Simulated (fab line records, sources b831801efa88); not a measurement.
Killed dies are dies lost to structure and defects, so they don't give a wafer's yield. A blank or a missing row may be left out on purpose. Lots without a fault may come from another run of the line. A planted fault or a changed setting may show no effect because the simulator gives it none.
Which tool did it? | flow sky130 | 14 lots, 42 wafers sampled, at 3 steps of a route of 708

WHAT THE GAUGES READ, wafer by wafer
SKY_METAL1_RS_MEAS_05: measures by four-point-probe.
lot  | measured     | on            | METAL1_ALCU_RS (ohm/sq)
L645 | day 31 20:01 | film_metro-04 | 0.1253 0.1243 0.1248
L647 | day 32 09:53 | film_metro-02 | 0.1267 0.1261 0.1288
L648 | day 32 13:29 | film_metro-02 | 0.1284 0.1304 0.1275
L650 | day 33 16:58 | film_metro-04 | 0.1297 0.1287 0.1308
L651 | day 34 03:20 | film_metro-01 | 0.1259 0.1227 0.1228
L652 | day 34 11:31 | film_metro-02 | 0.1228 0.1235 0.1246
L654 | day 35 10:25 | film_metro-04 | 0.1278 0.1291 0.1283
L656 | day 35 16:39 | film_metro-04 | 0.1262 0.1261 0.1254
L657 | day 35 20:29 | film_metro-02 | 0.1260 0.1238 0.1261
L658 | day 35 21:29 | film_metro-01 | 0.1256 0.1255 0.1247
L663 | day 37 13:11 | film_metro-02 | 0.1251 0.1264 0.1268
L665 | day 37 19:34 | film_metro-01 | 0.1274 0.1262 0.1294
L667 | day 38 11:22 | film_metro-01 | 0.1265 0.1271 0.1265
L668 | day 38 21:05 | film_metro-04 | 0.1289 0.1284 0.1288

SKY_METAL1_OVL_MEAS_16.
lot  | measured     | on         | METAL1_OVL (nm)
L645 | day 32 22:43 | overlay-02 | -1 8 1
L647 | day 33 12:58 | overlay-02 | 0 1 1
L648 | day 33 16:31 | overlay-02 | 0 7 0
L650 | day 34 19:35 | overlay-02 | 6 10 9
L651 | day 35 06:04 | overlay-01 | 10 4 5
L652 | day 35 13:50 | overlay-01 | 3 1 0
L654 | day 36 13:02 | overlay-02 | 9 9 12
L656 | day 36 19:28 | overlay-01 | 7 6 0
L657 | day 36 23:31 | overlay-02 | 5 9 9
L658 | day 37 00:13 | overlay-01 | -3 -11 -5
L663 | day 38 14:24 | overlay-02 | 2 1 0
L665 | day 38 20:58 | overlay-01 | -1 -2 3
L667 | day 39 12:08 | overlay-02 | 6 5 5
L668 | day 39 21:38 | overlay-01 | 1 -3 -6

WHICH TOOL RAN EACH LOT (tool, then ch and the chambers of the sampled wafers, then the start)
lot  | SKY_CONTACT_STRIP_19
L645 | plasma_asher-03 ch 0, day 31 18:36
L647 | plasma_asher-01 ch 0,1, day 32 08:29
L648 | plasma_asher-02 ch 0,1, day 32 12:05
L650 | plasma_asher-02 ch 0,1, day 33 15:33
L651 | plasma_asher-02 ch 1, day 34 01:30
L652 | plasma_asher-03 ch 0, day 34 10:03
L654 | plasma_asher-03 ch 0,1, day 35 09:00
L656 | plasma_asher-03 ch 1, day 35 15:14
L657 | plasma_asher-02 ch 0,1, day 35 19:05
L658 | plasma_asher-01 ch 0,1, day 35 20:05
L663 | plasma_asher-01 ch 0,1, day 37 11:44
L665 | plasma_asher-01 ch 0,1, day 37 18:08
L667 | plasma_asher-01 ch 0,1, day 38 09:57
L668 | plasma_asher-01 ch 0,1, day 38 19:35
- SKY_CONTACT_STRIP_19: strips in O2/N2.

WHAT THE TOOLS THEMSELVES READ (means of the sampled wafers that have a number; where no wafer has one, the mark that the record gives instead)
SKY_CONTACT_STRIP_19.
lot  | tool            | drypump_motor_current_A (A) | oes_product_au (a.u.) | strip_time_to_endpoint_s (s)
L645 | plasma_asher-03 | 5.49                        | 0.385                 | 3.65
L647 | plasma_asher-01 | 5.83                        | 0.380                 | 3.60
L648 | plasma_asher-02 | 6.08                        | 0.382                 | 3.59
L650 | plasma_asher-02 | 5.90                        | 0.381                 | 3.67
L651 | plasma_asher-02 | 6.27                        | 0.382                 | 3.67
L652 | plasma_asher-03 | 5.51                        | 0.380                 | 3.59
L654 | plasma_asher-03 | 5.51                        | 0.379                 | 3.59
L656 | plasma_asher-03 | 5.55                        | 0.383                 | 3.67
L657 | plasma_asher-02 | 5.92                        | 0.386                 | 3.65
L658 | plasma_asher-01 | 5.76                        | 0.382                 | 3.59
L663 | plasma_asher-01 | 5.84                        | 0.378                 | 3.60
L665 | plasma_asher-01 | 5.84                        | 0.381                 | 3.65
L667 | plasma_asher-01 | 5.85                        | 0.384                 | 3.64
L668 | plasma_asher-01 | 5.85                        | 0.379                 | 3.60

THE ANSWER, worked out from the rows above alone
Rule: what is usual is taken from the lots themselves. Put in order of their means at a reading, lots are off if they are a third of the lots or fewer, leave a main group of 4 or more, and stand apart from it by a gap of 3 or more times the standard deviation of the main group's means; of several such gaps the widest counts. A main group whose means are all the same, to the digits that the tables above print for the reading, isn't used. A lot without any number at a reading at which 4 lots or more have one is off too. The other lots that the step has rows for count as sound. The gauges are gone through in route order, then the tools' own readings, and for those a lot's mean is taken as printed above. The first step at which some lot is off is used, and at that step the reading that is off furthest; a lot without a number counts as furthest.
No lot is off at any reading shown: from this, nothing can be told.

WHAT THE SIMULATOR HAD PUT IN
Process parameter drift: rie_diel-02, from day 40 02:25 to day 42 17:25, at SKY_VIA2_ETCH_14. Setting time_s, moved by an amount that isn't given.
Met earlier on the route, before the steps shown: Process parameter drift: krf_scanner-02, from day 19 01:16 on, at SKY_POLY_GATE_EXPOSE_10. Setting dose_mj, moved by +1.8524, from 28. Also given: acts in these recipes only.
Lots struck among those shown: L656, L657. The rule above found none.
